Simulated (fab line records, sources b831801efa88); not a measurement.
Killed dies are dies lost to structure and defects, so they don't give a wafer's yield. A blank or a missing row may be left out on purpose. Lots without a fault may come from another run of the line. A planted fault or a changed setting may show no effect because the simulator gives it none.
A struck lot beside a sound one | flow sky130 | 17 steps out of a route of 708
Sound: wafers L595.1, L595.3, L595.4. Struck: wafers L600.1, L600.2, L600.6. The cause comes at the end.
At each step with rows: each side's tool, then ch and its chambers, then its first start. Under that, the readings that differ: sound wafers | struck wafers | difference of the means | sigmas: that difference in standard deviations of wafers without a fault.
alike: readings whose means differ by less than 2 such deviations, and words and numbers that are the same on both sides. not compared: withheld readings, readings that some wafer has no value for, bounds like >300 that may hide the same value, and numbers for which the record gives no deviation and whose values overlap.
The two part at a step that has a row with sigmas, a row that says differs or no value, or rows on one side only. Numbers that don't overlap but have no deviation are shown without sigmas and don't part them. A reading that every wafer of one side lacks parts them only if that side has two wafers or more.

SKY_VT_ADJUST_HVTP_OVL_MEAS_08:
  sound on overlay-01, day 6 10:35; struck on overlay-02, day 7 18:29
  alike: VT_ADJUST_HVTP_OVL
then, 1 step without rows for these wafers: SKY_VT_ADJUST_HVTP_IMPLANT_09.
SKY_VT_ADJUST_HVTP_STRIP_10: strips in O2/N2.
  sound on plasma_asher-02 ch 0,1, day 6 10:47; struck on plasma_asher-01 ch 0,1, day 7 18:41
  alike: chamber_pressure_mTorr, drypump_motor_current_A, oes_product_au, strip_time_to_endpoint_s
  not compared: rf_hours_counter_h
SKY_VT_ADJUST_HVTP_TW_MEAS_11:
  sound on film_metro-02, day 6 10:53; struck on film_metro-02, day 7 18:47
  alike: VT_ADJUST_HVTP_TW
then, 7 steps without rows for these wafers: SKY_VT_ADJUST_LVTN_DEHYDRATE_00 (time 60 s); SKY_VT_ADJUST_LVTN_HMDS_01 (prime time 60 s); SKY_VT_ADJUST_LVTN_COAT_02 (resist thk 3000 nm); SKY_VT_ADJUST_LVTN_SOFTBAKE_03; SKY_VT_ADJUST_LVTN_EXPOSE_04 (exposes mask NWM COMPLEMENT LESS NATIVE, target cd 840 nm); SKY_VT_ADJUST_LVTN_PEB_05; SKY_VT_ADJUST_LVTN_DEVELOP_06 (develop time 60 s).
SKY_VT_ADJUST_LVTN_OVL_MEAS_07:
  sound on overlay-02, day 7 05:24; struck on overlay-02, day 8 15:40
  alike: VT_ADJUST_LVTN_OVL
SKY_VT_ADJUST_LVTN_IMPLANT_08:
  sound on implanter-02 ch 0, day 7 05:26; struck on implanter-02 ch 0, day 8 15:43
  alike: end_station_pressure_torr
SKY_VT_ADJUST_LVTN_STRIP_09: strips in O2/N2.
  sound on plasma_asher-01 ch 0,1, day 7 05:35; struck on plasma_asher-03 ch 0,1, day 8 15:52
  alike: chamber_pressure_mTorr, drypump_motor_current_A, oes_product_au, strip_time_to_endpoint_s
  not compared: rf_hours_counter_h
SKY_VT_ADJUST_LVTN_TW_MEAS_10:
  sound on film_metro-01, day 7 05:41; struck on film_metro-01, day 8 15:58
  reading           | sound             | struck            | difference | sigmas
  VT_ADJUST_LVTN_TW | 240.5 239.8 241.3 | 230.9 231.2 231.6 | -9.3       | -5
then, 1 step without rows for these wafers: SKY_VT_ADJUST_LVTN_DEHYDRATE_11 (time 60 s).
-- the record jumps here: 39 days lie between the struck wafers' starts before and after (it left off in module VT_ADJUST_LVTN and takes up again in module PAD_OPEN, whose first step shown is number 708 of the route) --
SKY_PAD_OPEN_PROBE_99:
  sound on prober-02, day 46 10:22; struck on prober-01, day 48 00:39
  reading                                   | sound                | struck              | difference | sigmas
  model.etest.nfet_01v8.drive_ua_um_range   | 10.38 8.983 3.835    | 11.85 10.41 10.43   | +3.16      |
  model.etest.nfet_01v8_lvt.body_rise_v (V) | 0.1467 0.1485 0.1476 | 0.1434 0.143 0.1421 | -0.0048    |
  alike: killed_at_M0_to_M3, killed_at_M4_up, killed_at_contacts, killed_at_front_end, killed_at_other, killed_dies, killed_open, killed_short
  not compared: model.etest.nfet_01v8.vt_v_range

WHERE THEY PART
Only at SKY_VT_ADJUST_LVTN_TW_MEAS_10, within this record. Later steps at which nothing parts them and some readings are alike: SKY_PAD_OPEN_PROBE_99.

WHY: what the simulator had put in
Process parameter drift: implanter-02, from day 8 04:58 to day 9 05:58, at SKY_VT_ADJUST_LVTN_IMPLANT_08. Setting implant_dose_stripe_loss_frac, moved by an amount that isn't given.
